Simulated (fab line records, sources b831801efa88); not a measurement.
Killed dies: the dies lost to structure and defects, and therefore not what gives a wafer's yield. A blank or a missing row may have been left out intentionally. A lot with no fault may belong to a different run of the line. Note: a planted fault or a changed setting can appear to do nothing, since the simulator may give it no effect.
fab line records | flow sky130 | part 1 of 2: steps 1 to 32 of 43
[record] lots = 5 wafers = 15 last_day = 49
route steps=708 shown METAL3@535 CAPM@537 VIA3@573
lots that met no fault: from a run of the same line without faults
start_h: start of the lot's first displayed wafer, in hours after the record's first day | wait_h: hours from the lot's prior step to this one | " unchanged from the row above | L1.1+2: one row covering several wafers at once | - either no value or no given start | * or withheld: withheld | < > ~ a bound
route shown NAME@n: names a module that has steps shown in the file, with the first one's number in the route | usual: the fault-free wafers' mean and standard deviation | same: alike in all rows | chamber/n: place in a boat | sites: each site's reading | _std_site: standard deviation of those values | _edge_site: outer sites' mean less inner sites' | radius_mm: how far each site lies from the wafer's centre | mask NAME#n: copy n | behind: the last tool/chamber to shape the wafer | hold: why the lot was held/for how many hours/how that ended | device: names the non-switching transistor (n, p or np) | end of line: tests run on the same wafers once the route is complete | a step given without rows: its recipe and nothing more | killed: dies that structure and defects cost at the first sort, which is not the same as the wafer's yield | map: a wafer's dies, marking killed ones x, the rest . and places with no die _
set.NAME: setting as actually run; set.NAME@STEP: the setting as run at that earlier step | model.NAME: the simulator's own value behind a step, which no gauge read
lots at selected steps of the route; one table per step, one row per wafer
services: from which hour (start_h, from the record's first day; less than 0 if before it) a tool's chamber was out of use, for how many hours, and why
[[steps]]
[step SKY_METAL3_SPUTTER_03]
[recipe] material = Ti target_thk_nm = 5 power_w = 3000 time_s = 3.3 chamber_pressure_pa = 0.4
[usual] throttle_valve_pct = 30.2/1.1
// columns lot.wafer tool chamber start_h wait_h throttle_valve_pct
L074.2 pvd_sputter-04 - 893.46 0.0 29.3
L074.4 " - " " 32.3
L074.6 " - " " 29.1
L078.1 pvd_sputter-03 - 893.83 0.0 31.2
L078.4 " - " " 30.6
L078.6 " - " " 28.4
L086.2 pvd_sputter-02 - 950.84 0.0 29.0
L086.3 " - " " 31.5
L086.6 " - " " 29.1
L089.3 pvd_sputter-02 - 967.39 0.0 31.4
L089.4 " - " " 29.5
L089.6 " - " " 29.5
L090.3 pvd_sputter-03 - 967.74 0.0 28.5
L090.4 " - " " 28.4
L090.6 " - " " 29.4
[step SKY_METAL3_SPUTTER_04]
[recipe] material = TiN target_thk_nm = 70 power_w = 6500 time_s = 58.3 chamber_pressure_pa = 0.4
[usual] throttle_valve_pct = 30.2/1.1
// columns lot.wafer tool chamber start_h wait_h throttle_valve_pct
L074.2 pvd_sputter-04 - 893.48 0.0 28.8
L074.4 " - " " 32.1
L074.6 " - " " 29.2
L078.1 pvd_sputter-03 - 893.85 0.0 31.1
L078.4 " - " " 30.5
L078.6 " - " " 28.5
L086.2 pvd_sputter-02 - 950.86 0.0 29.4
L086.3 " - " " 31.5
L086.6 " - " " 29.3
L089.3 pvd_sputter-02 - 967.41 0.0 31.1
L089.4 " - " " 29.3
L089.6 " - " " 29.2
L090.3 pvd_sputter-03 - 967.76 0.0 28.4
L090.4 " - " " 28.4
L090.6 " - " " 29.5
[step SKY_CAPM_CVD_00]
[recipe] material = SiO2 target_thk_nm = 15.5 temp_c = 400 time_s = withheld rf_w = 450
[usual] heater_power_w = 686/76
// columns lot.wafer tool chamber start_h wait_h heater_power_w
L074.2 pecvd-03 2 893.53 0.0 596
L074.4 " 2 " " 616
L074.6 " 0 " " 663
L078.1 pecvd-01 2 893.90 0.0 647
L078.4 " 1 " " 644
L078.6 " 2 " " 642
L086.2 pecvd-02 0 950.91 0.0 789
L086.3 " 1 " " 631
L086.6 " 1 " " 631
L089.3 pecvd-02 1 967.46 0.0 649
L089.4 " 1 " " 650
L089.6 " 0 " " 746
L090.3 pecvd-01 1 967.81 0.0 657
L090.4 " 0 " " 805
L090.6 " 1 " " 671
[step SKY_CAPM_THK_MEAS_01]
[recipe] reads = SiO2_of_CAPM_CVD_00
[usual] CAPM_CVD_00_THK = 15.46/0.22
// columns lot.wafer tool chamber start_h wait_h CAPM_CVD_00_THK[nm]
L074.2 film_metro-01 - 893.56 - 15.15
L074.4 " - " " 15.42
L074.6 " - " " 15.62
L078.1 film_metro-04 - 893.92 - 15.26
L078.4 " - " " 15.77
L078.6 " - " " 15.69
L086.2 film_metro-04 - 950.94 - 15.41
L086.3 " - " " 15.37
L086.6 " - " " 15.55
L089.3 film_metro-02 - 967.50 - 15.27
L089.4 " - " " 15.66
L089.6 " - " " 15.70
L090.3 film_metro-02 - 967.85 - 15.35
L090.4 " - " " 16.03
L090.6 " - " " 15.74
[step SKY_CAPM_SPUTTER_02]
[recipe] material = TiN target_thk_nm = 200 temp_c = 300 power_w = 6500 time_s = 172.9 chamber_pressure_pa = 0.4
[usual] throttle_valve_pct = 29.8/0.99
// columns lot.wafer tool chamber start_h wait_h throttle_valve_pct
L074.2 pvd_sputter-02 - 893.61 0.0 31.3
L074.4 " - " " 29.3
L074.6 " - " " 29.7
L078.1 pvd_sputter-02 - 893.98 0.1 30.9
L078.4 " - " " 29.2
L078.6 " - " " 29.2
L086.2 pvd_sputter-03 - 950.99 0.0 30.6
L086.3 " - " " 29.4
L086.6 " - " " 29.2
L089.3 pvd_sputter-01 - 967.54 0.0 30.1
L089.4 " - " " 28.5
L089.6 " - " " 29.8
L090.3 pvd_sputter-02 - 967.89 0.0 31.1
L090.4 " - " " 31.2
L090.6 " - " " 29.8
[step SKY_CAPM_RS_MEAS_03]
[recipe] thk_meas_gauge = four-point-probe reads = TiN_of_CAPM_SPUTTER_02
[usual] CAPM_TIN_RS = 6.65/0.067
// columns lot.wafer tool chamber start_h wait_h CAPM_TIN_RS[ohm/sq]
L074.2 film_metro-01 - 893.74 0.1 6.62
L074.4 " - " " 6.68
L074.6 " - " " 6.62
L078.1 film_metro-01 - 894.09 0.1 6.62
L078.4 " - " " 6.74
L078.6 " - " " 6.73
L086.2 film_metro-01 - 951.12 0.1 6.71
L086.3 " - " " 6.65
L086.6 " - " " 6.62
L089.3 film_metro-01 - 967.69 0.1 6.69
L089.4 " - " " 6.71
L089.6 " - " " 6.71
L090.3 film_metro-01 - 968.04 0.1 6.58
L090.4 " - " " 6.51
L090.6 " - " " 6.55
[step SKY_CAPM_THK_MEAS_04]
[recipe] thk_meas_gauge = xrf reads = TiN_of_CAPM_SPUTTER_02
[usual] CAPM_TIN_THK = 209.0/2.2
// columns lot.wafer tool chamber start_h wait_h CAPM_TIN_THK[nm]
L074.2 film_metro-01 - 893.85 0.1 209.7
L074.4 " - " " 209.1
L074.6 " - " " 210.0
L078.1 film_metro-01 - 894.21 0.1 210.2
L078.4 " - " " 205.9
L078.6 " - " " 206.4
L086.2 film_metro-01 - 951.23 0.1 208.1
L086.3 " - " " 210.0
L086.6 " - " " 210.2
L089.3 film_metro-01 - 967.79 0.1 208.5
L089.4 " - " " 208.6
L089.6 " - " " 208.2
L090.3 film_metro-01 - 968.14 0.1 212.8
L090.4 " - " " 215.6
L090.6 " - " " 213.5
[step SKY_CAPM_DEHYDRATE_05]
[recipe] temp_c = 200 time_s = 60
// columns lot.wafer tool chamber start_h wait_h
L074.2+4+6 litho_track-04 0 906.49 12.6
L078.1+4+6 litho_track-04 0 907.06 12.8
L086.2+3+6 litho_track-04 0 963.54 12.3
L089.3+4+6 litho_track-01 0 978.57 10.8
L090.3+4+6 litho_track-02 0 978.83 10.7
[step SKY_CAPM_HMDS_06]
[recipe] prime_time_s = 60 prime_temp_c = 120
// columns lot.wafer tool chamber start_h wait_h
L074.2+4+6 litho_track-04 0 906.64 0.1
L078.1+4+6 litho_track-04 0 907.21 0.1
L086.2+3+6 litho_track-04 0 963.69 0.1
L089.3+4+6 litho_track-01 0 978.72 0.1
L090.3+4+6 litho_track-02 0 978.98 0.1
[step SKY_CAPM_COAT_07]
[recipe] resist = NOVOLAK spin_rpm = 3000 resist_thk_nm = 1140
// columns lot.wafer tool chamber start_h wait_h
L074.2+4+6 litho_track-04 0 906.79 0.1
L078.1+4+6 litho_track-04 0 907.36 0.1
L086.2+3+6 litho_track-04 0 963.84 0.1
L089.3+4+6 litho_track-01 0 978.87 0.1
L090.3+4+6 litho_track-02 0 979.13 0.1
[step SKY_CAPM_SOFTBAKE_08]
[recipe] temp_c = 90 time_s = 60 resist = NOVOLAK
// columns lot.wafer tool chamber start_h wait_h
L074.2+4+6 litho_track-04 0 906.94 0.1
L078.1+4+6 litho_track-04 0 907.51 0.1
L086.2+3+6 litho_track-04 0 963.99 0.1
L089.3+4+6 litho_track-01 0 979.02 0.1
L090.3+4+6 litho_track-02 0 979.28 0.1
[step SKY_CAPM_EXPOSE_09]
[recipe] mask_id = CAPM na = 0.6 source_shape = conventional sigma_outer = 0.6 polarization = unpolarized target_cd_nm = 1000 dose_mj = 159
[same] sigma_outer = 0.6
// columns lot.wafer tool chamber start_h wait_h mask
L074.2+4+6 iline_stepper-01 0 - - CAPM#0
L078.1+4+6 iline_stepper-02 0 - - CAPM#0
L086.2+3+6 iline_stepper-01 0 - - CAPM#0
L089.3+4+6 iline_stepper-01 0 - - CAPM#0
L090.3+4+6 iline_stepper-01 0 - - CAPM#0
[step SKY_CAPM_PEB_10]
[recipe] temp_c = withheld time_s = * resist = NOVOLAK
// columns lot.wafer tool chamber start_h wait_h
L074.2+4+6 litho_track-01 0 - -
L078.1+4+6 litho_track-04 0 - -
L086.2+3+6 litho_track-01 0 - -
L089.3+4+6 litho_track-01 0 - -
L090.3+4+6 litho_track-01 0 - -
[step SKY_CAPM_DEVELOP_11]
[recipe] resist = NOVOLAK developer = TMAH develop_time_s = 60 dev_temp_c = 23
// columns lot.wafer tool chamber start_h wait_h
L074.2+4+6 litho_track-01 0 918.35 0.1
L078.1+4+6 litho_track-04 0 918.71 0.1
L086.2+3+6 litho_track-01 0 974.25 0.1
L089.3+4+6 litho_track-01 0 991.57 0.1
L090.3+4+6 litho_track-01 0 991.87 0.1
[step SKY_CAPM_OVL_MEAS_12]
[usual] CAPM_OVL = 1.0/1.3
// columns lot.wafer tool chamber start_h wait_h CAPM_OVL[nm]
L074.2 overlay-02 - 918.48 0.1 1.0
L074.4 " - " " -1.4
L074.6 " - " " 1.7
L078.1 overlay-02 - 918.87 0.1 0.6
L078.4 " - " " 2.3
L078.6 " - " " 1.5
L086.2 overlay-01 - 974.38 0.1 -0.5
L086.3 " - " " 0.4
L086.6 " - " " 2.7
L089.3 overlay-02 - 991.69 0.1 2.1
L089.4 " - " " 2.8
L089.6 " - " " 2.7
L090.3 overlay-01 - 991.99 0.1 0.2
L090.4 " - " " -1.2
L090.6 " - " " -0.8
[step SKY_CAPM_METAL_ETCH_13]
[recipe] target_depth_nm = 220 stop_on = SiO2 chemistry = Cl2/BCl3 target = TiN pressure_mtorr = 10 icp_w = 900 bias_w = 48.5 Cl2_flow_sccm = 60 bcl3_flow_sccm = 30 time_s = 62.9
[usual] drypump_motor_current_A = 6.00/0.28 oes_product_au = 0.961/0.0078 throttle_valve_pct = 21.891/0.01
// columns lot.wafer tool chamber start_h wait_h drypump_motor_current_A oes_product_au rf_hours_counter_h throttle_valve_pct
L074.2 rie_metal-01 1 918.51 0.0 5.97 0.965 17 21.898
L074.4 " 1 " " 5.97 0.957 - 21.894
L074.6 " 1 " " 5.94 0.967 - 21.885
L078.1 rie_metal-02 0 918.91 0.0 5.85 0.966 7 21.889
L078.4 " 1 " " 6.10 0.954 - 21.899
L078.6 " 1 " " 6.09 0.951 - 21.904
L086.2 rie_metal-02 1 974.41 0.0 6.06 0.952 15 21.892
L086.3 " 0 " " 5.84 0.962 - 21.878
L086.6 " 0 " " 5.84 0.959 - 21.907
L089.3 rie_metal-02 1 991.74 0.0 6.04 0.958 - 21.906
L089.4 " 0 " " 5.86 0.958 - 21.884
L089.6 " 0 " " 5.87 0.955 - 21.908
L090.3 rie_metal-01 0 992.04 0.1 6.26 0.968 - 21.892
L090.4 " 1 " " 5.95 0.977 - 21.882
L090.6 " 1 " " 5.94 0.977 - 21.897
[step SKY_CAPM_STRIP_14]
[recipe] chemistry = O2/N2 power_w = 1400 pressure_mtorr = 1500 platen_temp_c = withheld o2_flow_sccm = 3000 n2_flow_sccm = 300 overash_fraction = 0.5
[usual] drypump_motor_current_A = 5.77/0.28 oes_product_au = 0.710/0.0046 strip_time_to_endpoint_s = 12.67/0.058
// columns lot.wafer tool chamber start_h wait_h drypump_motor_current_A oes_product_au rf_hours_counter_h strip_time_to_endpoint_s
L074.2 plasma_asher-02 1 918.59 0.1 6.15 0.714 110 12.65
L074.4 " 0 " " 5.31 0.706 - 12.64
L074.6 " 0 " " 5.31 0.699 - 12.64
L078.1 plasma_asher-04 0 918.99 0.1 5.58 0.709 18 12.72
L078.4 " 1 " " 6.01 0.711 - 12.67
L078.6 " 1 " " 6.01 0.706 - 12.72
L086.2 plasma_asher-01 1 974.49 0.1 5.69 0.707 55 12.69
L086.3 " 0 " " 5.85 0.709 - 12.65
L086.6 " 0 " " 5.85 0.706 - 12.70
L089.3 plasma_asher-04 1 991.82 0.1 6.01 0.710 - 12.71
L089.4 " 0 " " 5.57 0.714 - 12.73
L089.6 " 1 " " 6.01 0.722 - 12.67
L090.3 plasma_asher-01 0 992.15 0.1 5.84 0.716 - 12.67
L090.4 " 1 " " 5.69 0.707 - 12.64
L090.6 " 0 " " 5.83 0.705 - 12.69
[step SKY_CAPM_STRIP_15]
[recipe] chemistry = post_etch_residue_remover time_s = 1200 temp_c = 72.5
// columns lot.wafer tool chamber start_h wait_h
L074.2+4+6 wet_bench-01 1 918.69 0.1
L078.1+4+6 wet_bench-01 3 919.09 0.1
L086.2+3+6 wet_bench-03 2 974.59 0.1
L089.3+4+6 wet_bench-02 1 991.89 0.0
L090.3+4+6 wet_bench-01 3 992.21 0.0
[step SKY_CAPM_CLEAN_16]
[recipe] chemistry = IPA time_s = 180 temp_c = 25
// columns lot.wafer tool chamber start_h wait_h
L074.2+4+6 wet_bench-03 2 919.03 0.0
L078.1+4+6 wet_bench-03 1 919.68 0.2
L086.2+3+6 wet_bench-02 2 974.93 0.0
L089.3+4+6 wet_bench-03 3 992.26 0.0
L090.3+4+6 wet_bench-03 2 992.55 0.0
[step SKY_CAPM_CLEAN_17]
[recipe] chemistry = O3/DIW dry = n2_spin
// columns lot.wafer tool chamber start_h wait_h
L074.2+4+6 wet_bench-02 3 919.09 0.0
L078.1+4+6 wet_bench-01 1 919.77 0.0
L086.2+3+6 wet_bench-03 1 974.99 0.0
L089.3+4+6 wet_bench-03 0 992.32 0.0
L090.3+4+6 wet_bench-02 0 992.61 0.0
[step SKY_METAL3_DEHYDRATE_05]
[recipe] temp_c = 200 time_s = 60
// columns lot.wafer tool chamber start_h wait_h
L074.2+4+6 litho_track-03 0 932.09 12.9
L078.1+4+6 litho_track-04 0 932.96 13.1
L086.2+3+6 litho_track-03 0 987.24 12.2
L089.3+4+6 litho_track-03 0 1001.82 9.4
L090.3+4+6 litho_track-01 0 1002.37 9.7
[step SKY_METAL3_HMDS_06]
[recipe] prime_time_s = 60 prime_temp_c = 120
// columns lot.wafer tool chamber start_h wait_h
L074.2+4+6 litho_track-03 0 932.24 0.1
L078.1+4+6 litho_track-04 0 933.11 0.1
L086.2+3+6 litho_track-03 0 987.39 0.1
L089.3+4+6 litho_track-03 0 1001.97 0.1
L090.3+4+6 litho_track-01 0 1002.52 0.1
[step SKY_METAL3_COAT_07]
[recipe] resist = BARC temp_c = withheld time_s = withheld spin_rpm = 3000 resist_thk_nm = 60
// columns lot.wafer tool chamber start_h wait_h
L074.2+4+6 litho_track-03 0 932.39 0.1
L078.1+4+6 litho_track-04 0 933.26 0.1
L086.2+3+6 litho_track-03 0 987.54 0.1
L089.3+4+6 litho_track-03 0 1002.12 0.1
L090.3+4+6 litho_track-01 0 1002.67 0.1
[step SKY_METAL3_COAT_08]
[recipe] resist = KrF-thick spin_rpm = 3000 resist_thk_nm = 1140
// columns lot.wafer tool chamber start_h wait_h
L074.2+4+6 litho_track-03 0 - -
L078.1+4+6 litho_track-04 0 - -
L086.2+3+6 litho_track-03 0 - -
L089.3+4+6 litho_track-03 0 - -
L090.3+4+6 litho_track-01 0 - -
[step SKY_METAL3_SOFTBAKE_09]
[recipe] temp_c = 100 time_s = 90 resist = KrF-thick
// columns lot.wafer tool chamber start_h wait_h
L074.2+4+6 litho_track-03 0 - -
L078.1+4+6 litho_track-04 0 - -
L086.2+3+6 litho_track-03 0 - -
L089.3+4+6 litho_track-03 0 - -
L090.3+4+6 litho_track-01 0 - -
[step SKY_METAL3_EXPOSE_10]
[recipe] mask_id = MM3 na = 0.68 source_shape = annular sigma_inner = 0.4 sigma_outer = 0.8 target_cd_nm = 300 dose_mj = 28
[same] sigma_outer = 0.8
// columns lot.wafer tool chamber start_h wait_h mask
L074.2+4+6 krf_scanner-02 0 - - MM3#0
L078.1+4+6 krf_scanner-02 0 - - MM3#0
L086.2+3+6 krf_scanner-01 0 - - MM3#0
L089.3+4+6 krf_scanner-02 0 - - MM3#0
L090.3+4+6 krf_scanner-02 0 - - MM3#0
[step SKY_METAL3_PEB_11]
[recipe] peb_temp_c = withheld peb_time_s = withheld resist = KrF-thick
// columns lot.wafer tool chamber start_h wait_h
L074.2+4+6 litho_track-01 0 - -
L078.1+4+6 litho_track-01 0 - -
L086.2+3+6 litho_track-01 0 - -
L089.3+4+6 litho_track-03 0 - -
L090.3+4+6 litho_track-03 0 - -
[step SKY_METAL3_DEVELOP_12]
[recipe] develop_time_s = 60 resist = KrF-thick dev_temp_c = 21
// columns lot.wafer tool chamber start_h wait_h
L074.2+4+6 litho_track-01 0 - -
L078.1+4+6 litho_track-01 0 - -
L086.2+3+6 litho_track-01 0 - -
L089.3+4+6 litho_track-03 0 - -
L090.3+4+6 litho_track-03 0 - -
[step SKY_METAL3_CD_MEAS_13]
[recipe] target_cd_nm = 300
[usual] cd_nm = 299.6/1.6
// columns lot.wafer tool chamber start_h wait_h cd_nm
L074.2 cd_sem-02 - 944.29 - 299.8
L074.4 " - " " 300.5
L074.6 " - " " 302.1
L078.1 cd_sem-02 - 944.97 - 300.6
L078.4 " - " " 299.2
L078.6 " - " " 299.5
L086.2 cd_sem-01 - 998.44 - 300.2
L086.3 " - " " 301.3
L086.6 " - " " 299.1
L089.3 cd_sem-02 - 1015.01 - 298.2
L089.4 " - " " 299.1
L089.6 " - " " 298.4
L090.3 cd_sem-01 - 1015.36 - 296.0
L090.4 " - " " 296.5
L090.6 " - " " 295.3
[step SKY_METAL3_OVL_MEAS_14]
[usual] METAL3_OVL = 1/4.8
// columns lot.wafer tool chamber start_h wait_h METAL3_OVL[nm]
L074.2 overlay-01 - 944.40 0.1 -11
L074.4 " - " " -8
L074.6 " - " " -6
L078.1 overlay-01 - 945.09 0.1 -4
L078.4 " - " " -6
L078.6 " - " " -3
L086.2 overlay-01 - 998.55 0.1 -2
L086.3 " - " " -1
L086.6 " - " " -3
L089.3 overlay-01 - 1015.10 0.1 1
L089.4 " - " " -2
L089.6 " - " " 6
L090.3 overlay-02 - 1015.45 0.1 3
L090.4 " - " " -5
L090.6 " - " " -5
[step SKY_METAL3_DESCUM_15]
[recipe] chemistry = O2 source_power_w = 150 bias_power_w = 0 pressure_mtorr = 10 temp_c = 40 time_s = 8
[usual] drypump_motor_current_A = 5.9/0.32 oes_product_au = 0.999/0.015
[same] bias_power_w = 0
// columns lot.wafer tool chamber start_h wait_h drypump_motor_current_A oes_product_au rf_hours_counter_h
L074.2 rie_metal-03 0 944.43 0.0 5.5 1.027 17
L074.4 " 1 " " 6.0 1.001 -
L074.6 " 0 " " 5.5 1.018 -
L078.1 rie_metal-04 0 945.13 0.0 5.3 0.985 11
L078.4 " 1 " " 6.4 1.012 -
L078.6 " 0 " " 5.3 0.986 -
L086.2 rie_metal-04 0 998.58 0.0 5.3 0.978 13
L086.3 " 1 " " 6.4 1.018 -
L086.6 " 0 " " 5.3 0.967 -
L089.3 rie_metal-02 1 1015.14 0.0 6.0 0.982 -
L089.4 " 0 " " 5.9 0.997 -
L089.6 " 1 " " 6.1 0.975 -
L090.3 rie_metal-04 0 1015.49 0.0 5.3 0.981 -
L090.4 " 1 " " 6.4 1.017 -
L090.6 " 0 " " 5.3 0.994 -
[step SKY_METAL3_ETCH_16]
[recipe] chemistry = N2/H2 target = BARC ion_energy_ev = 200 bias_w = 100 pressure_mtorr = 30 n2_flow_sccm = 100 h2_flow_sccm = 200 icp_w = 500 stop_on = SiO2 time_s = 88.2 target_depth_a = 600
[usual] drypump_motor_current_A = 5.9/0.32 h2_flow_sccm = 199.9/0.61 oes_product_au = 0.626/0.0047 throttle_valve_pct = 13.205/0.009
// columns lot.wafer tool chamber start_h wait_h drypump_motor_current_A h2_flow_sccm oes_product_au rf_hours_counter_h throttle_valve_pct
L074.2 rie_metal-03 0 944.46 0.0 5.5 200.5 0.626 17 13.201
L074.4 " 1 " " 6.0 199.4 0.629 - 13.210
L074.6 " 0 " " 5.5 199.6 0.628 - 13.206
L078.1 rie_metal-04 0 945.16 0.0 5.3 199.5 0.629 11 13.204
L078.4 " 1 " " 6.4 199.5 0.632 - 13.217
L078.6 " 0 " " 5.3 198.9 0.622 - 13.207
L086.2 rie_metal-04 0 998.61 0.0 5.3 199.6 0.622 13 13.202
L086.3 " 1 " " 6.4 199.8 0.627 - 13.203
L086.6 " 0 " " 5.3 200.3 0.625 - 13.200
L089.3 rie_metal-02 1 1015.19 0.0 6.1 200.2 0.624 - 13.200
L089.4 " 0 " " 5.9 199.5 0.628 - 13.193
L089.6 " 1 " " 6.1 199.9 0.625 - 13.197
L090.3 rie_metal-04 0 1015.54 0.0 5.3 200.8 0.624 - 13.207
L090.4 " 1 " " 6.4 199.3 0.619 - 13.215
L090.6 " 0 " " 5.3 199.8 0.624 - 13.201
